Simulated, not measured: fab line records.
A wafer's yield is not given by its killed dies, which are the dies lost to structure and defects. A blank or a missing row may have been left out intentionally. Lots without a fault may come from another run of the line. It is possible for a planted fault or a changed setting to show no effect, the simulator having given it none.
2 desks, one fault :: flow gf180mcu :: every desk sees just its own numbers, and what lay behind them comes last

TOOL OWNER'S DESK, cmp-02
The tool's own readings at GF_V3_CMP_26 (polishes, stops on SiO2, t overpolish 15 s, target thk 0 nm): means of the sampled wafers that have a number, for each lot that ran on this tool. The brackets show how far a lot's mean lies from the usual mean; more than 4 standard deviations puts the lot out of limits, marked OUT.
Columns: A = edge_zone_pressure_frac at GF_V3_CMP_26, usual 1.000; B = motor_current_A at GF_V3_CMP_26, usual 10.7 A; C = overpolish_run_s at GF_V3_CMP_26, usual 15.000 s; D = time_to_endpoint_s at GF_V3_CMP_26, usual 83 s
lot: L840
first seen here: day 24 04:52
A: 0.998
B: 10.4
C: 15.003
D: 81

lot: L842
first seen here: day 24 17:07
A: 0.998
B: 10.7
C: 15.000
D: 81

lot: L846
first seen here: day 26 02:05
A: 1.002
B: 11.3
C: 15.000
D: 82

lot: L849
first seen here: day 26 20:04
A: 0.997
B: 10.6
C: 14.994
D: 82

lot: L851
first seen here: day 27 12:52
A: 1.001
B: 10.2
C: 15.006
D: 83
This desk's finding: nothing out of limits on any of the 5 lots.

AT THE METROLOGY DESK
Means of the sampled wafers that have a number, per lot and without regard to the tool the lot ran on: this is what the gauges read. The brackets show how far a lot's mean lies from the usual mean; more than 4 standard deviations puts the lot out of limits, marked OUT.
Columns: A = V5_W_RS at GF_V5_RS_MEAS_24, usual 0.329 ohm/sq; B = TOP_METAL_OVL at GF_TOP_METAL_OVL_MEAS_15, usual -0.3 nm
lot: L837
first seen here: day 28 02:59
A: 0.331
B: -0.2

lot: L839
first seen here: day 28 10:31
A: 0.331
B: 2.5

lot: L838
first seen here: day 28 13:16
A: 0.328
B: 1.8

lot: L840
first seen here: day 28 17:47
A: 0.326
B: 0.3

lot: L841
first seen here: day 29 04:46
A: 0.327
B: 0.7

lot: L842
first seen here: day 29 06:00
A: 0.330
B: -0.8

lot: L846
first seen here: day 30 10:59
A: 0.327
B: -2.2

lot: L849
first seen here: day 31 02:34
A: 0.328
B: -0.8

lot: L851
first seen here: day 31 17:59
A: 0.328
B: 1.2

lot: L852
first seen here: day 31 22:58
A: 0.331
B: 1.3

lot: L856
first seen here: day 32 23:07
A: 0.327
B: -1.8

lot: L858
first seen here: day 33 09:20
A: 0.333
B: -1.4

lot: L859
first seen here: day 33 11:43
A: 0.331
B: -1.5
This desk's finding: nothing out of limits on any of the 13 lots.

BROUGHT TOGETHER
The desk of the tool owner found nothing out of limits.
From the metrology desk's view, nothing was out of limits.

WHAT HAD BEEN PUT IN BY THE SIMULATOR
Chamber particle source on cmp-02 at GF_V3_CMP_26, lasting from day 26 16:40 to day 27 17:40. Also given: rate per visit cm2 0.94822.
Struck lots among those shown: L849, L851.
